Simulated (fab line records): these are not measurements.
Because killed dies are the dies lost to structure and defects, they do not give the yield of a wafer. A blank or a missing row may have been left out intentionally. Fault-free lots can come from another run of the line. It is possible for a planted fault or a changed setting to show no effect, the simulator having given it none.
fab line records | flow sky130
record lots=14 | wafers=42 | last-day=50
route steps=708 shown SD_P@329 PAD_OPEN@708
lots untouched by any fault: they come from a run of this same line in which no faults occurred
start-h: hours from the record's opening day to when the first of the lot's shown wafers began | wait-h: hours since the lot's step before | " unchanged from the row above | L1.1+2: a row that stands for several wafers | - no value present, or no start provided | * or withheld: withheld | < > ~ a bound
route shown NAME@n: NAME is a module with steps in the file, n the number in the route of the first one | usual: mean/standard deviation of fault-free wafers | same: alike in all rows | chamber/n: place in a boat | sites: each site's reading | _std_site: standard deviation across them | _edge_site: outer sites' mean less inner sites' | radius-mm: how far each site lies from the wafer's centre | mask NAME#n: copy n | behind: the most recent tool/chamber to have shaped the wafer | hold: reason for holding the lot/hours on hold/outcome of the hold | device: the n, p or np transistor that did not switch | end of line: the route-end tests of the same wafers | where a step has no rows: the recipe by itself | killed: dies lost to structure and defects at the first sort, not the wafer's yield | map: shows each die of a wafer: x if killed, . if not, _ if none is there
set.NAME: setting as actually run; set.NAME@STEP: the setting as run at that earlier step | model.NAME: the simulator's own value behind a step, which no gauge read
one table for each step of the route and one row for each wafer, over a sample of lots
services: from which hour (start-h, from the record's first day; less than 0 if before it) a tool's chamber was out of use, for how many hours, and why
## steps
# step SKY_SD_P_IMPLANT_09
# recipe species=BF2 | energy-kev=20 | dose-cm2=3e+15 | tilt-deg=0
# usual beam-on-s=14.2/0.37
lot.wafer | tool         | chamber | start-h | wait-h | beam-on-s
L208.1    | implanter-04 | 0       | 578.01  | 0.0    | 14.2
L208.4    | "            | 0       | "       | "      | 15.0
L208.6    | "            | 0       | "       | "      | 14.1
L209.1    | implanter-04 | 0       | 589.42  | 0.0    | 14.9
L209.3    | "            | 0       | "       | "      | 14.2
L209.4    | "            | 0       | "       | "      | 14.4
L210.2    | implanter-04 | 0       | 608.38  | 0.0    | 13.8
L210.5    | "            | 0       | "       | "      | 14.9
L210.6    | "            | 0       | "       | "      | 14.6
L213.2    | implanter-04 | 0       | 628.23  | 0.0    | 14.2
L213.3    | "            | 0       | "       | "      | 14.4
L213.4    | "            | 0       | "       | "      | 13.6
L214.1    | implanter-04 | 0       | 644.66  | 0.0    | 14.5
L214.2    | "            | 0       | "       | "      | 14.4
L214.5    | "            | 0       | "       | "      | 14.8
L220.2    | implanter-01 | 0       | 695.03  | 0.0    | 14.1
L220.3    | "            | 0       | "       | "      | 14.4
L220.5    | "            | 0       | "       | "      | 14.4
L222.2    | implanter-04 | 0       | 705.50  | 0.0    | 14.2
L222.3    | "            | 0       | "       | "      | 14.4
L222.4    | "            | 0       | "       | "      | 14.3
L223.2    | implanter-02 | 0       | 707.98  | 0.0    | 14.3
L223.3    | "            | 0       | "       | "      | 13.6
L223.6    | "            | 0       | "       | "      | 13.8
L224.2    | implanter-01 | 0       | 716.53  | 0.0    | 13.8
L224.4    | "            | 0       | "       | "      | 13.9
L224.5    | "            | 0       | "       | "      | 14.4
L225.1    | implanter-04 | 0       | 726.47  | 0.0    | 14.2
L225.3    | "            | 0       | "       | "      | 13.8
L225.6    | "            | 0       | "       | "      | 13.9
L227.1    | implanter-02 | 0       | 740.55  | 0.0    | 13.7
L227.2    | "            | 0       | "       | "      | 13.7
L227.5    | "            | 0       | "       | "      | 13.6
L228.3    | implanter-04 | 0       | 752.00  | 0.1    | 14.1
L228.5    | "            | 0       | "       | "      | 14.4
L228.6    | "            | 0       | "       | "      | 14.5
L230.1    | implanter-02 | 0       | 774.45  | 0.0    | 13.8
L230.2    | "            | 0       | "       | "      | 13.8
L230.4    | "            | 0       | "       | "      | 13.9
L231.1    | implanter-04 | 0       | 788.47  | 0.0    | 14.1
L231.2    | "            | 0       | "       | "      | 13.9
L231.4    | "            | 0       | "       | "      | 14.7
# step SKY_SD_P_STRIP_10
# recipe chemistry=O2/N2 | power-w=1400 | pressure-mtorr=1500 | platen-temp-c=withheld | o2-flow-sccm=3000 | n2-flow-sccm=300 | overash-fraction=0.5
# usual drypump-motor-current-A=5.8/0.44 | oes-product-au=0.618/0.0046 | strip-time-to-endpoint-s=17.48/0.044
# same overash-fraction=0.5
lot.wafer | tool            | chamber | start-h | wait-h | drypump-motor-current-A | oes-product-au | rf-hours-counter-h | strip-time-to-endpoint-s
L208.1    | plasma-asher-03 | 1       | 578.16  | 0.1    | 5.7                     | 0.624          | 86                 | 17.55
L208.4    | "               | 0       | "       | "      | 6.3                     | 0.610          | -                  | 17.55
L208.6    | "               | 0       | "       | "      | 6.3                     | 0.614          | -                  | 17.58
L209.1    | plasma-asher-02 | 1       | 589.57  | 0.1    | 5.5                     | 0.612          | 45                 | 17.46
L209.3    | "               | 1       | "       | "      | 5.5                     | 0.611          | -                  | 17.47
L209.4    | "               | 0       | "       | "      | 5.9                     | 0.614          | -                  | 17.47
L210.2    | plasma-asher-01 | 1       | 608.50  | 0.1    | 6.3                     | 0.616          | 19                 | 17.46
L210.5    | "               | 1       | "       | "      | 6.3                     | 0.624          | -                  | 17.46
L210.6    | "               | 0       | "       | "      | 4.9                     | 0.616          | -                  | 17.47
L213.2    | plasma-asher-02 | 1       | 628.35  | 0.1    | 5.5                     | 0.625          | 49                 | 17.37
L213.3    | "               | 0       | "       | "      | 5.9                     | 0.622          | -                  | 17.37
L213.4    | "               | 1       | "       | "      | 5.5                     | 0.621          | -                  | 17.32
L214.1    | plasma-asher-02 | 1       | 644.81  | 0.1    | 5.5                     | 0.622          | 50                 | 17.33
L214.2    | "               | 0       | "       | "      | 5.9                     | 0.629          | 50                 | 17.32
L214.5    | "               | 0       | "       | "      | 5.9                     | 0.620          | -                  | 17.28
L220.2    | plasma-asher-02 | 1       | 695.15  | 0.1    | 5.5                     | 0.616          | 56                 | 17.52
L220.3    | "               | 0       | "       | "      | 5.9                     | 0.620          | -                  | 17.48
L220.5    | "               | 0       | "       | "      | 5.9                     | 0.620          | -                  | 17.48
L222.2    | plasma-asher-01 | 1       | 705.62  | 0.1    | 6.2                     | 0.609          | 28                 | 17.53
L222.3    | "               | 0       | "       | "      | 4.9                     | 0.623          | -                  | 17.48
L222.4    | "               | 1       | "       | "      | 6.2                     | 0.610          | -                  | 17.52
L223.2    | plasma-asher-02 | 1       | 708.10  | 0.1    | 5.5                     | 0.620          | 57                 | 17.44
L223.3    | "               | 1       | "       | "      | 5.5                     | 0.626          | -                  | 17.46
L223.6    | "               | 1       | "       | "      | 5.5                     | 0.621          | -                  | 17.41
L224.2    | plasma-asher-01 | 0       | 716.65  | 0.1    | 4.9                     | 0.616          | 29                 | 17.45
L224.4    | "               | 0       | "       | "      | 4.9                     | 0.610          | -                  | 17.43
L224.5    | "               | 1       | "       | "      | 6.3                     | 0.613          | -                  | 17.48
L225.1    | plasma-asher-01 | 0       | 726.62  | 0.1    | 4.9                     | 0.612          | 30                 | 17.48
L225.3    | "               | 1       | "       | "      | 6.3                     | 0.614          | -                  | 17.44
L225.6    | "               | 0       | "       | "      | 4.9                     | 0.615          | -                  | 17.43
L227.1    | plasma-asher-02 | 0       | 740.70  | 0.1    | 5.9                     | 0.617          | 60                 | 17.40
L227.2    | "               | 1       | "       | "      | 5.5                     | 0.612          | 60                 | 17.49
L227.5    | "               | 1       | "       | "      | 5.5                     | 0.620          | -                  | 17.45
L228.3    | plasma-asher-02 | 0       | 752.13  | 0.1    | 5.9                     | 0.613          | -                  | 17.44
L228.5    | "               | 0       | "       | "      | 5.9                     | 0.617          | -                  | 17.44
L228.6    | "               | 1       | "       | "      | 5.5                     | 0.615          | -                  | 17.42
L230.1    | plasma-asher-02 | 0       | 774.60  | 0.1    | 5.9                     | 0.619          | 64                 | 17.44
L230.2    | "               | 1       | "       | "      | 5.5                     | 0.619          | 64                 | 17.42
L230.4    | "               | 1       | "       | "      | 5.5                     | 0.621          | -                  | 17.43
L231.1    | plasma-asher-01 | 0       | 788.62  | 0.1    | 4.9                     | 0.621          | 34                 | 17.53
L231.2    | "               | 1       | "       | "      | 6.3                     | 0.620          | 34                 | 17.51
L231.4    | "               | 1       | "       | "      | 6.3                     | 0.614          | -                  | 17.55
# step SKY_SD_N_RS_MEAS_17
# recipe thk-meas-gauge=four-point-probe
# usual SD_P_RS=147.2/0.42
lot.wafer | tool          | chamber | start-h | wait-h | SD_P_RS[ohm/sq]
L208.1    | film-metro-04 | -       | 638.05  | 0.1    | 147.5
L208.4    | "             | -       | "       | "      | 147.0
L208.6    | "             | -       | "       | "      | 147.0
L209.1    | film-metro-01 | -       | 648.87  | 0.1    | 147.7
L209.3    | "             | -       | "       | "      | 147.8
L209.4    | "             | -       | "       | "      | 147.6
L210.2    | film-metro-01 | -       | 667.27  | 0.1    | 147.2
L210.5    | "             | -       | "       | "      | 147.0
L210.6    | "             | -       | "       | "      | 147.5
L213.2    | film-metro-04 | -       | 685.78  | 0.1    | 149.3
L213.3    | "             | -       | "       | "      | 149.2
L213.4    | "             | -       | "       | "      | 148.8
L214.1    | film-metro-03 | -       | 701.90  | 0.1    | 148.9
L214.2    | "             | -       | "       | "      | 148.2
L214.5    | "             | -       | "       | "      | 148.6
L220.2    | film-metro-04 | -       | 750.77  | 0.1    | 146.7
L220.3    | "             | -       | "       | "      | 146.6
L220.5    | "             | -       | "       | "      | 146.4
L222.2    | film-metro-03 | -       | 760.87  | 0.1    | 147.1
L222.3    | "             | -       | "       | "      | 147.5
L222.4    | "             | -       | "       | "      | 146.9
L223.2    | film-metro-03 | -       | 763.68  | 0.1    | 147.0
L223.3    | "             | -       | "       | "      | 147.2
L223.6    | "             | -       | "       | "      | 147.8
L224.2    | film-metro-01 | -       | 771.58  | 0.1    | 148.1
L224.4    | "             | -       | "       | "      | 147.5
L224.5    | "             | -       | "       | "      | 147.6
L225.1    | film-metro-04 | -       | 781.62  | 0.1    | 146.6
L225.3    | "             | -       | "       | "      | 146.6
L225.6    | "             | -       | "       | "      | 147.3
L227.1    | film-metro-04 | -       | 796.01  | 0.1    | 146.2
L227.2    | "             | -       | "       | "      | 146.6
L227.5    | "             | -       | "       | "      | 146.8
L228.3    | film-metro-04 | -       | 806.40  | 0.1    | 146.9
L228.5    | "             | -       | "       | "      | 146.5
L228.6    | "             | -       | "       | "      | 147.2
L230.1    | film-metro-01 | -       | 827.50  | 0.1    | 147.4
L230.2    | "             | -       | "       | "      | 147.7
L230.4    | "             | -       | "       | "      | 147.4
L231.1    | film-metro-04 | -       | 841.60  | 0.1    | 146.7
L231.2    | "             | -       | "       | "      | 146.6
L231.4    | "             | -       | "       | "      | 146.9
# step SKY_PAD_OPEN_PROBE_99
# usual killed_at_M0_to_M3=44/7.2 | killed_at_M4_up=3.4/2.1 | killed-at-contacts=24/5.5 | killed-at-front-end=15/4.6 | killed-at-other=0.4/0.64 | killed-dies=86/9.1 | killed-open=47/7.5 | killed-short=39/5.8
# same gross-dies=492 | killed-at-back-side=0
lot.wafer | tool      | chamber | start-h | wait-h | killed_at_M0_to_M3 | killed_at_M4_up | killed-at-contacts | killed-at-front-end | killed-at-other | killed-dies | killed-open | killed-short
L213.2    | prober-02 | -       | 1102.21 | 0.1    | 40                 | 3               | 27                 | 12                  | 0               | 82          | 40          | 42
L213.3    | prober-02 | -       | 1102.26 | 0.2    | 49                 | 2               | 29                 | 15                  | 1               | 96          | 59          | 37
L213.4    | prober-02 | -       | 1102.31 | 0.2    | 49                 | 0               | 29                 | 14                  | 0               | 92          | 48          | 44
L214.1    | prober-01 | -       | 1114.72 | 0.1    | 58                 | 4               | 15                 | 18                  | 0               | 95          | 54          | 41
L214.2    | prober-01 | -       | 1114.77 | 0.1    | 49                 | 2               | 22                 | 25                  | 2               | 100         | 52          | 48
L214.5    | prober-01 | -       | 1114.92 | 0.2    | 50                 | 1               | 21                 | 18                  | 1               | 91          | 44          | 46
# killed by level:class
L213.2 VIA3:geometric-particle:open=10 LI_CONTACT:geometric-particle:open=8 METAL2:geometric-particle:short=8 POLY_GATE:geometric-particle:short=7 CONTACT:geometric-particle:open=7 METAL1:geometric-particle:short=6 LOCAL_INTERCONNECT:geometric-particle:short=4 CONTACT:geometric-particle:short=4
L213.3 CONTACT:geometric-particle:open=13 VIA1:geometric-particle:open=13 LI_CONTACT:geometric-particle:open=7 VIA3:geometric-particle:open=7 VIA2:geometric-particle:open=7 POLY_GATE:geometric-particle:open=5 METAL1:geometric-particle:short=5 VIA1:geometric-particle:short=5
L213.4 CONTACT:geometric-particle:open=12 VIA1:geometric-particle:open=11 VIA3:geometric-particle:open=7 LI_CONTACT:geometric-particle:short=7 METAL2:geometric-particle:short=6 CONTACT:geometric-particle:short=6 FIELD_ISO:geometric-particle:short=4 VIA3:geometric-particle:short=4
L214.1 VIA1:geometric-particle:open=13 VIA3:geometric-particle:open=11 VIA2:geometric-particle:open=8 VIA2:geometric-particle:short=7 FIELD_ISO:geometric-particle:open=6 CONTACT:geometric-particle:open=5 LI_CONTACT:geometric-particle:open=4 METAL1:geometric-particle:short=4
L214.2 VIA2:geometric-particle:open=11 POLY_GATE:geometric-particle:open=8 FIELD_ISO:geometric-particle:short=6 LI_CONTACT:geometric-particle:open=6 LOCAL_INTERCONNECT:geometric-particle:short=6 VIA1:geometric-particle:short=6 CONTACT:geometric-particle:open=5 VIA1:geometric-particle:open=5
L214.5 CONTACT:geometric-particle:open=7 METAL1:geometric-particle:short=7 VIA1:geometric-particle:open=7 VIA3:geometric-particle:open=7 FIELD_ISO:geometric-particle:open=6 VIA2:geometric-particle:open=6 VIA2:geometric-particle:short=6 VIA3:geometric-particle:short=5
## services
tool            | chamber | start-h | hours | kind
implanter-01    | -       | 561.39  | 1.1   | repair
implanter-02    | -       | 576.07  | 6.2   | pm
implanter-04    | -       | 602.22  | 1.7   | repair
implanter-01    | -       | 607.43  | 3.7   | repair
plasma-asher-03 | -       | 608.47  | 2.8   | pm
implanter-01    | -       | 629.07  | 2.2   | repair
plasma-asher-03 | -       | 639.00  | 1.9   | repair
implanter-02    | -       | 652.36  | 4.9   | pm
implanter-02    | -       | 696.39  | 1.7   | repair
implanter-04    | -       | 707.14  | 4.0   | pm
implanter-01    | -       | 710.63  | 1.6   | repair
implanter-04    | -       | 727.97  | 4.0   | pm
plasma-asher-01 | -       | 733.22  | 24.3  | repair
plasma-asher-03 | -       | 733.75  | 9.0   | pm
plasma-asher-03 | 0       | 733.75  | 9.0   | vent-cycle
plasma-asher-03 | 1       | 733.75  | 9.0   | vent-cycle
plasma-asher-03 | 0       | 742.75  | -     | clean
plasma-asher-03 | 1       | 742.75  | -     | clean
implanter-02    | -       | 771.98  | 1.1   | repair
## key
first-sign step=SKY_SD_P_STRIP_10 | reading=strip-time-to-endpoint-s | direction=down | sigmas=3.4 | usual=* | struck=*
effect step=SKY_SD_N_RS_MEAS_17 | reading=SD_P_RS | direction=up | sigmas=4 | usual=147.2 | struck=148.8
met-at SKY_SD_P_IMPLANT_09
struck-lots L213,L214
tester-left-out L213,L214
onset-between 608.38 628.23
fault kind=process-parameter-drift | tool=implanter-04 | chamber=- | onset-h=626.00 | steps=SKY_SD_P_IMPLANT_09 | channel=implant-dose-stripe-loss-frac | offset=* | shape=step | end-h=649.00
# tester-left-out: of these lots the tester's yield and bins aren't shown, on N5 and GAA mostly nor the transistor test; their killed dies are dies lost to structure and defects alone, not to doping, threshold or leakage, so they don't give the yield
